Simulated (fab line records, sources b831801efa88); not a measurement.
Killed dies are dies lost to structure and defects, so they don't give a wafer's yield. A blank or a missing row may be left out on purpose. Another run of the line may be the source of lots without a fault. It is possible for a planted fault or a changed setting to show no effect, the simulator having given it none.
fab line records	flow sky130
record lots=5	wafers=15	last-day=50
route steps=708 shown POLY_CUT@312 SD_P@320 PAD_OPEN@708
lots that met no fault: taken from a fault-free run of the same line
start-h: hours from the record's first day to the start of the lot's first wafer shown	wait-h: hours since the lot's step before	" same as the row above	L1.1+2: a single row standing in for several wafers	- no value, or no start was given	* or withheld: withheld	< > ~ a bound
route shown NAME@n: NAME is a module with steps in the file, n the number in the route of the first one	usual: the fault-free wafers' mean and standard deviation	same: alike in all rows	chamber/n: place in a boat	sites: readings site by site	_std_site: the values' standard deviation	_edge_site: mean of outer sites minus mean of inner sites	radius-mm: for every site, how far away it sits from the centre of the wafer	mask NAME#n: copy n	behind: the most recent tool/chamber to have shaped the wafer	hold: cause of the lot's hold/its duration in hours/its outcome	device: the transistor (n, p or np) that didn't switch	end of line: the tests these same wafers got at the end of their route	for a step that has no rows: nothing shown but its recipe	killed: count of dies lost to structure and defects at first sort (not the wafer's yield)	map: dies across one wafer; x = killed, . = not, _ = none there
set.NAME: the setting that was run; set.NAME@STEP: the one run at that earlier step	model.NAME: the simulator's own value behind a step, which no gauge read
lots at selected steps of the route; one table per step, one row per wafer
services: when a tool's chamber went out of use (start-h, in hours from the record's first day, below 0 if earlier), for how many hours, and the reason
## steps
# step SKY_POLY_CUT_EXPOSE_05
# recipe mask-id=NPCM	na=0.8	source-shape=annular	sigma-inner=0.55	sigma-outer=0.85	target-cd-nm=270	dose-mj=32
# step SKY_POLY_CUT_PEB_06
# recipe peb-temp-c=withheld	peb-time-s=withheld	resist=KrF-thick
# step SKY_POLY_CUT_DEVELOP_07
# recipe develop-time-s=60	resist=KrF-thick	dev-temp-c=21
# step SKY_POLY_CUT_CD_MEAS_08
# recipe target-cd-nm=270
# usual cd-nm=270.0/1.4
lot.wafer	tool	chamber	start-h	wait-h	cd-nm
L657.1	cd-sem-01	-	605.92	-	271.7
L657.4	"	-	"	"	272.2
L657.6	"	-	"	"	273.8
L660.3	cd-sem-01	-	635.28	-	271.1
L660.5	"	-	"	"	270.0
L660.6	"	-	"	"	270.6
L663.1	cd-sem-01	-	655.75	-	270.8
L663.2	"	-	"	"	269.7
L663.4	"	-	"	"	269.6
L666.1	cd-sem-01	-	676.32	-	271.4
L666.3	"	-	"	"	270.8
L666.6	"	-	"	"	271.8
L674.1	cd-sem-01	-	748.54	-	268.9
L674.4	"	-	"	"	269.8
L674.5	"	-	"	"	269.3
# step SKY_POLY_CUT_OVL_MEAS_09
# usual POLY_CUT_OVL=0/5.5
lot.wafer	tool	chamber	start-h	wait-h	POLY_CUT_OVL[nm]
L657.1	overlay-02	-	606.04	0.1	0
L657.4	"	-	"	"	2
L657.6	"	-	"	"	0
L660.3	overlay-01	-	635.37	0.1	0
L660.5	"	-	"	"	-5
L660.6	"	-	"	"	4
L663.1	overlay-01	-	655.87	0.1	-10
L663.2	"	-	"	"	-9
L663.4	"	-	"	"	-7
L666.1	overlay-01	-	676.44	0.1	-1
L666.3	"	-	"	"	-1
L666.6	"	-	"	"	6
L674.1	overlay-02	-	748.66	0.1	2
L674.4	"	-	"	"	-11
L674.5	"	-	"	"	5
# step SKY_POLY_CUT_ETCH_10
# recipe chemistry=N2/H2	target=BARC	ion-energy-ev=200	source-w=500	bias-w=100	pressure-mtorr=30	n2-flow-sccm=100	h2-flow-sccm=200	stop-on=SiO2	time-s=45.9	target-depth-a=600
# usual drypump-motor-current-A=5.6/0.43	oes-product-au=0.855/0.0049	throttle-valve-pct=13.226/0.0092
lot.wafer	tool	chamber	start-h	wait-h	drypump-motor-current-A	oes-product-au	rf-hours-counter-h	throttle-valve-pct
L657.1	rie-diel-03	2	606.08	0.0	5.7	0.857	62	13.218
L657.4	"	0	"	"	5.3	0.855	-	13.231
L657.6	"	3	"	"	5.5	0.851	-	13.231
L660.3	rie-diel-04	2	635.40	0.0	5.7	0.856	4	13.216
L660.5	"	2	"	"	5.7	0.853	-	13.229
L660.6	"	3	"	"	5.3	0.862	-	13.226
L663.1	rie-diel-02	3	655.90	0.0	4.9	0.853	14	13.230
L663.2	"	2	"	"	5.9	0.853	12	13.228
L663.4	"	1	"	"	6.5	0.857	11	13.225
L666.1	rie-diel-02	3	676.48	0.0	4.8	0.860	14	13.225
L666.3	"	2	"	"	5.9	0.854	12	13.228
L666.6	"	2	"	"	5.9	0.857	-	13.229
L674.1	rie-diel-02	1	748.70	0.0	6.4	0.847	13	13.223
L674.4	"	0	"	"	5.0	0.856	7	13.222
L674.5	"	1	"	"	6.5	0.854	-	13.221
# step SKY_POLY_CUT_ETCH_11
# recipe target=Si3N4	chemistry=CF4/CH2F2/Ar	stop-on=poly-Si	source-w=600	bias-w=150	pressure-mtorr=40	cf4-flow-sccm=40	ch2f2-flow-sccm=20	Ar_flow_sccm=150	time-s=42.5	target-depth-a=600
# usual drypump-motor-current-A=5.6/0.43	oes-product-au=0.828/0.0059	throttle-valve-pct=14.994/0.0096
lot.wafer	tool	chamber	start-h	wait-h	drypump-motor-current-A	oes-product-au	rf-hours-counter-h	throttle-valve-pct
L657.1	rie-diel-03	2	606.12	0.0	5.7	0.829	62	14.995
L657.4	"	0	"	"	5.4	0.828	-	14.988
L657.6	"	3	"	"	5.5	0.824	-	14.990
L660.3	rie-diel-04	2	635.44	0.0	5.7	0.831	4	15.021
L660.5	"	2	"	"	5.7	0.819	-	14.984
L660.6	"	3	"	"	5.3	0.820	-	15.007
L663.1	rie-diel-02	3	655.95	0.0	4.9	0.828	14	14.996
L663.2	"	2	"	"	5.9	0.820	12	15.013
L663.4	"	1	"	"	6.4	0.817	11	14.995
L666.1	rie-diel-02	3	676.52	0.0	4.9	0.834	14	14.999
L666.3	"	2	"	"	5.9	0.841	12	15.000
L666.6	"	2	"	"	5.8	0.831	-	14.985
L674.1	rie-diel-02	1	748.74	0.0	6.5	0.835	13	14.989
L674.4	"	0	"	"	5.0	0.823	7	14.985
L674.5	"	1	"	"	6.5	0.826	-	14.996
# step SKY_POLY_CUT_STRIP_12
# recipe chemistry=O2/N2	power-w=1400	pressure-mtorr=1500	platen-temp-c=withheld	o2-flow-sccm=3000	n2-flow-sccm=300	overash-fraction=0.5
# usual drypump-motor-current-A=5.83/0.12	oes-product-au=0.453/0.0044	strip-time-to-endpoint-s=5.364/0.016
lot.wafer	tool	chamber	start-h	wait-h	drypump-motor-current-A	oes-product-au	rf-hours-counter-h	strip-time-to-endpoint-s
L657.1	plasma-asher-04	0	606.16	0.0	5.91	0.458	47	5.353
L657.4	"	0	"	"	5.93	0.458	-	5.348
L657.6	"	1	"	"	5.94	0.449	-	5.369
L660.3	plasma-asher-04	0	635.51	0.1	5.89	0.452	-	5.369
L660.5	"	0	"	"	5.93	0.450	-	5.389
L660.6	"	1	"	"	5.92	0.445	-	5.377
L663.1	plasma-asher-04	0	655.99	0.0	5.90	0.452	53	5.332
L663.2	"	1	"	"	5.89	0.460	53	5.345
L663.4	"	1	"	"	5.92	0.445	-	5.322
L666.1	plasma-asher-04	0	676.56	0.0	5.90	0.453	54	5.370
L666.3	"	0	"	"	5.92	0.450	-	5.392
L666.6	"	0	"	"	5.91	0.454	-	5.379
L674.1	plasma-asher-01	1	748.78	0.0	5.77	0.464	29	5.358
L674.4	"	1	"	"	5.76	0.449	-	5.372
L674.5	"	1	"	"	5.77	0.451	-	5.341
# step SKY_SD_P_DEHYDRATE_00
# recipe temp-c=200	time-s=60
# step SKY_SD_P_HMDS_01
# recipe prime-time-s=60	prime-temp-c=120
# step SKY_SD_P_COAT_02
# recipe resist=NOVOLAK	spin-rpm=3000	resist-thk-nm=1140
# step SKY_SD_P_SOFTBAKE_03
# recipe temp-c=90	time-s=60	resist=NOVOLAK
# step SKY_SD_P_EXPOSE_04
# recipe mask-id=PSDM	na=0.6	source-shape=conventional	sigma-outer=0.6	polarization=unpolarized	target-cd-nm=380	dose-mj=138
# usual reticle-temp-C=22.99/0.11
lot.wafer	tool	chamber	start-h	wait-h	mask	reticle-temp-C
L657.1	iline-stepper-01	0	620.34	-	PSDM#0	23.10
L657.4	"	0	"	"	PSDM#0	23.02
L657.6	"	0	"	"	PSDM#0	22.98
L660.3	iline-stepper-02	0	648.99	-	PSDM#0	23.01
L660.5	"	0	"	"	PSDM#0	22.96
L660.6	"	0	"	"	PSDM#0	23.10
L663.1	iline-stepper-02	0	671.25	-	PSDM#0	23.07
L663.2	"	0	"	"	PSDM#0	23.07
L663.4	"	0	"	"	PSDM#0	23.00
L666.1	iline-stepper-02	0	689.39	-	LDNTM#0	22.83
L666.3	"	0	"	"	LDNTM#0	22.77
L666.6	"	0	"	"	LDNTM#0	22.92
L674.1	iline-stepper-02	0	762.34	-	PSDM#0	22.96
L674.4	"	0	"	"	PSDM#0	22.98
L674.5	"	0	"	"	PSDM#0	23.19
# step SKY_SD_P_PEB_05
# recipe temp-c=withheld	time-s=*	resist=NOVOLAK
# step SKY_SD_P_DEVELOP_06
# recipe resist=NOVOLAK	developer=TMAH	develop-time-s=60	dev-temp-c=23
# step SKY_SD_P_CD_MEAS_07
# recipe target-cd-nm=380
# usual cd-nm=379.2/2.3
lot.wafer	tool	chamber	start-h	wait-h	cd-nm
L657.1	cd-sem-01	-	635.07	0.1	378.6
L657.4	"	-	"	"	377.4
L657.6	"	-	"	"	377.4
L660.3	cd-sem-01	-	661.46	0.1	380.7
L660.5	"	-	"	"	381.1
L660.6	"	-	"	"	380.0
L663.1	cd-sem-02	-	684.01	0.1	382.9
L663.2	"	-	"	"	383.4
L663.4	"	-	"	"	382.1
L666.1	cd-sem-02	-	703.10	0.1	-
L666.3	"	-	"	"	-
L666.6	"	-	"	"	-
L674.1	cd-sem-01	-	774.52	0.1	379.8
L674.4	"	-	"	"	380.9
L674.5	"	-	"	"	382.6
# step SKY_SD_P_OVL_MEAS_08
# usual SD_P_OVL=-0.1/1.4
lot.wafer	tool	chamber	start-h	wait-h	SD_P_OVL[nm]
L657.1	overlay-01	-	635.19	0.1	1.0
L657.4	"	-	"	"	2.9
L657.6	"	-	"	"	1.0
L660.3	overlay-02	-	661.55	0.1	-1.9
L660.5	"	-	"	"	-0.7
L660.6	"	-	"	"	-0.6
L663.1	overlay-01	-	684.13	0.1	1.3
L663.2	"	-	"	"	0.5
L663.4	"	-	"	"	-0.3
L666.1	overlay-02	-	703.22	0.1	-
L666.3	"	-	"	"	-
L666.6	"	-	"	"	-
L674.1	overlay-02	-	774.64	0.1	0.0
L674.4	"	-	"	"	-2.0
L674.5	"	-	"	"	-2.8
# step SKY_SD_P_IMPLANT_09
# recipe species=BF2	energy-kev=20	dose-cm2=3e+15	tilt-deg=0
# step SKY_SD_P_STRIP_10
# recipe chemistry=O2/N2	power-w=1400	pressure-mtorr=1500	platen-temp-c=withheld	o2-flow-sccm=3000	n2-flow-sccm=300	overash-fraction=0.5
# usual drypump-motor-current-A=5.88/0.22	oes-product-au=0.617/0.0046	strip-time-to-endpoint-s=17.51/0.038
lot.wafer	tool	chamber	start-h	wait-h	drypump-motor-current-A	oes-product-au	rf-hours-counter-h	strip-time-to-endpoint-s
L657.1	plasma-asher-03	0	635.38	0.1	5.62	0.620	86	17.50
L657.4	"	0	"	"	5.60	0.622	-	17.51
L657.6	"	0	"	"	5.60	0.620	-	17.51
L660.3	plasma-asher-03	0	661.76	0.1	5.60	0.615	-	17.55
L660.5	"	1	"	"	6.26	0.621	-	17.54
L660.6	"	0	"	"	5.60	0.618	-	17.53
L663.1	plasma-asher-02	1	684.32	0.1	5.89	0.616	101	17.50
L663.2	"	0	"	"	5.70	0.618	101	17.51
L663.4	"	0	"	"	5.69	0.618	-	17.53
L666.1	plasma-asher-04	0	703.40	0.1	5.92	0.614	57	17.46
L666.3	"	1	"	"	5.91	0.627	-	17.46
L666.6	"	1	"	"	5.94	0.623	-	17.48
L674.1	plasma-asher-02	1	774.83	0.1	5.90	0.608	3	17.53
L674.4	"	0	"	"	5.68	0.622	-	17.52
L674.5	"	1	"	"	5.89	0.606	-	17.51
# step SKY_SD_P_TW_MEAS_11
# usual SD_P_TW=2844/16
lot.wafer	tool	chamber	start-h	wait-h	hold	SD_P_TW
L657.1	film-metro-03	-	635.48	0.1	-	2852
L657.4	"	-	"	"	-	2851
L657.6	"	-	"	"	-	2844
L660.3	film-metro-02	-	661.85	0.1	-	2856
L660.5	"	-	"	"	-	2859
L660.6	"	-	"	"	-	2849
L663.1	film-metro-01	-	684.42	0.1	-	2862
L663.2	"	-	"	"	-	2873
L663.4	"	-	"	"	-	2848
L666.1	film-metro-03	-	703.51	0.1	await-dispo/0.2h/release	30
L666.3	"	-	"	"	await-dispo/0.2h/release	30
L666.6	"	-	"	"	await-dispo/0.2h/release	30
L666.1	film-metro-03	-	703.74	0.2	-	30
L666.3	"	-	"	"	-	30
L666.6	"	-	"	"	-	30
L674.1	film-metro-02	-	774.93	0.1	-	2813
L674.4	"	-	"	"	-	2836
L674.5	"	-	"	"	-	2825
# step SKY_PAD_OPEN_PROBE_99
# usual defect-limited-yield=82.5/2.1	killed_at_M0_to_M3=43/7.7	killed_at_M4_up=2.9/1.9	killed-at-contacts=24/5.9	killed-at-front-end=16/5.1	killed-at-other=0.3/0.63	killed-dies=86/10	killed-open=47/7.6	killed-short=39/6.8	sort_bin_3_pad_short=0.8/0.44	sort_bin_5_function=10.4/1.6	sort_bin_6_memory=6.3/1.1	sort-n-pass=406/10	sort-yield-pct=82.5/2.1
# same gross-dies=492	killed-at-back-side=0	sort_bin_4_leakage[%]=0	sort_bin_8_speed[%]=0
lot.wafer	tool	chamber	start-h	wait-h	defect-limited-yield[%]	killed_at_M0_to_M3	killed_at_M4_up	killed-at-contacts	killed-at-front-end	killed-at-other	killed-dies	killed-open	killed-short	sort_bin_3_pad_short[%]	sort_bin_5_function[%]	sort_bin_6_memory[%]	sort-n-pass	sort-yield-pct[%]
L657.1	prober-01	-	1103.80	0.1	79.7	43	10	22	24	1	100	57	42	0.8	12.4	7.1	392	79.7
L657.4	prober-01	-	1103.95	0.2	81.3	45	3	25	19	0	92	50	42	1.0	11.2	6.5	400	81.3
L657.6	prober-01	-	1104.05	0.2	79.3	55	2	30	15	0	102	50	52	1.4	11.6	7.7	390	79.3
L660.3	prober-02	-	1126.04	0.2	81.1	43	2	31	17	0	93	44	49	1.2	10.2	7.5	399	81.1
L660.5	prober-02	-	1126.14	0.2	81.5	50	3	21	17	0	91	54	37	0	11.6	6.9	401	81.5
L660.6	prober-02	-	1126.19	0.2	77.8	45	3	40	21	0	109	48	59	1.2	13.8	7.1	383	77.8
L663.1	prober-01	-	1145.66	0.1	81.5	46	2	17	23	3	91	59	31	0.6	11.8	6.1	401	81.5
L663.2	prober-01	-	1145.71	0.1	81.7	42	5	25	18	0	90	46	43	0.8	12.2	5.3	402	81.7
L663.4	prober-01	-	1145.81	0.2	81.3	45	4	24	18	1	92	50	41	0.4	10.6	7.7	400	81.3
# killed by level:class
L657.1 CONTACT:geometric-particle:open=12 VIA1:geometric-particle:open=10 METAL2:geometric-particle:short=10 LI_CONTACT:geometric-particle:open=7 FIELD_ISO:geometric-particle:open=6 VIA1:geometric-particle:short=6 METAL4:geometric-particle:short=6 VIA2:geometric-particle:open=5
L657.4 VIA1:geometric-particle:open=13 CONTACT:geometric-particle:open=10 METAL1:geometric-particle:short=6 VIA2:geometric-particle:open=6 LI_CONTACT:geometric-particle:open=5 FIELD_ISO:geometric-particle:short=4 SPACER:geometric-particle:open=4 LI_CONTACT:geometric-particle:short=4
L657.6 LI_CONTACT:geometric-particle:open=12 VIA3:geometric-particle:open=10 CONTACT:geometric-particle:open=9 POLY_GATE:geometric-particle:short=8 METAL1:geometric-particle:short=8 METAL2:geometric-particle:short=8 VIA2:geometric-particle:open=8 VIA2:geometric-particle:short=8
L660.3 CONTACT:geometric-particle:open=9 METAL1:geometric-particle:short=8 FIELD_ISO:geometric-particle:open=7 VIA3:geometric-particle:open=6 CONTACT:geometric-particle:short=6 VIA1:geometric-particle:open=6 VIA1:geometric-particle:short=6 VIA2:geometric-particle:open=6
L660.5 VIA1:geometric-particle:open=11 CONTACT:geometric-particle:open=10 VIA3:geometric-particle:open=9 METAL1:geometric-particle:short=8 VIA2:geometric-particle:open=8 FIELD_ISO:geometric-particle:open=6 POLY_GATE:geometric-particle:short=5 LI_CONTACT:geometric-particle:open=5
L660.6 CONTACT:geometric-particle:open=9 LI_CONTACT:geometric-particle:short=8 LI_CONTACT:geometric-particle:open=8 CONTACT:geometric-particle:short=8 VIA1:geometric-particle:open=7 LOCAL_INTERCONNECT:geometric-particle:short=7 METAL1:geometric-particle:short=7 METAL2:geometric-particle:short=7
L663.1 VIA2:geometric-particle:open=13 VIA3:geometric-particle:open=10 FIELD_ISO:geometric-particle:open=9 VIA1:geometric-particle:open=9 CONTACT:geometric-particle:open=5 LOCAL_INTERCONNECT:geometric-particle:short=4 FIELD_ISO:geometric-particle:short=3 POLY_GATE:geometric-particle:short=3
L663.2 LI_CONTACT:geometric-particle:open=9 METAL2:geometric-particle:short=8 VIA3:geometric-particle:open=8 CONTACT:geometric-particle:open=6 POLY_GATE:geometric-particle:short=6 VIA1:geometric-particle:open=6 CONTACT:geometric-particle:short=5 VIA3:geometric-particle:short=4
L663.4 VIA2:geometric-particle:open=13 LI_CONTACT:geometric-particle:open=9 FIELD_ISO:geometric-particle:short=7 METAL1:geometric-particle:short=7 VIA1:geometric-particle:open=7 CONTACT:geometric-particle:open=6 VIA3:geometric-particle:open=5 POLY_GATE:geometric-particle:open=4
## services
tool	chamber	start-h	hours	kind
rie-diel-03	2	583.50	4.7	repair
plasma-asher-02	-	589.34	9.6	repair
iline-stepper-01	-	591.59	2.1	pm
plasma-asher-01	-	601.80	28.1	pm
rie-diel-04	2	605.57	3.3	repair
rie-diel-02	2	619.93	5.2	repair
rie-diel-03	-	636.85	4.0	pm
rie-diel-03	3	644.03	9.4	repair
rie-diel-02	0	664.48	3.8	repair
rie-diel-02	1	669.59	4.2	repair
plasma-asher-04	-	673.12	2.3	repair
rie-diel-04	1	673.40	7.2	repair
iline-stepper-02	-	675.59	11.1	repair
plasma-asher-03	-	682.43	3.5	repair
iline-stepper-01	-	689.39	1.7	pm
iline-stepper-02	-	691.06	1.7	pm
rie-diel-02	-	716.69	28.1	pm
rie-diel-04	0	716.77	1.4	repair
rie-diel-04	1	717.31	18.1	repair
rie-diel-04	-	730.03	22.2	repair
iline-stepper-01	-	731.16	3.8	repair
plasma-asher-02	-	733.75	9.0	pm
plasma-asher-04	-	771.42	4.5	repair
rie-diel-02	3	772.99	6.3	repair
## key
first-sign step=SKY_SD_P_EXPOSE_04	reading=mask	direction=changed
effect step=SKY_SD_P_CD_MEAS_07	reading=cd-nm	direction=missing
effect step=SKY_SD_P_OVL_MEAS_08	reading=SD_P_OVL	direction=missing
effect step=SKY_SD_P_TW_MEAS_11	reading=visit	direction=added
effect step=SKY_SD_P_TW_MEAS_11	reading=SD_P_TW	direction=down	sigmas=99+	usual=2844	struck=30
met-at SKY_SD_P_EXPOSE_04
struck-wafers L666.1,L666.3,L666.6
scrapped-behind SKY_SD_P_TW_MEAS_11 L666.1,L666.3,L666.6
onset-between 671.25 689.39
fault kind=wrong-mask	tool=any	chamber=-	onset-h=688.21	steps=SKY_SD_P_EXPOSE_04	aux-copy=LDNTM#0	scope=struck-lots-only
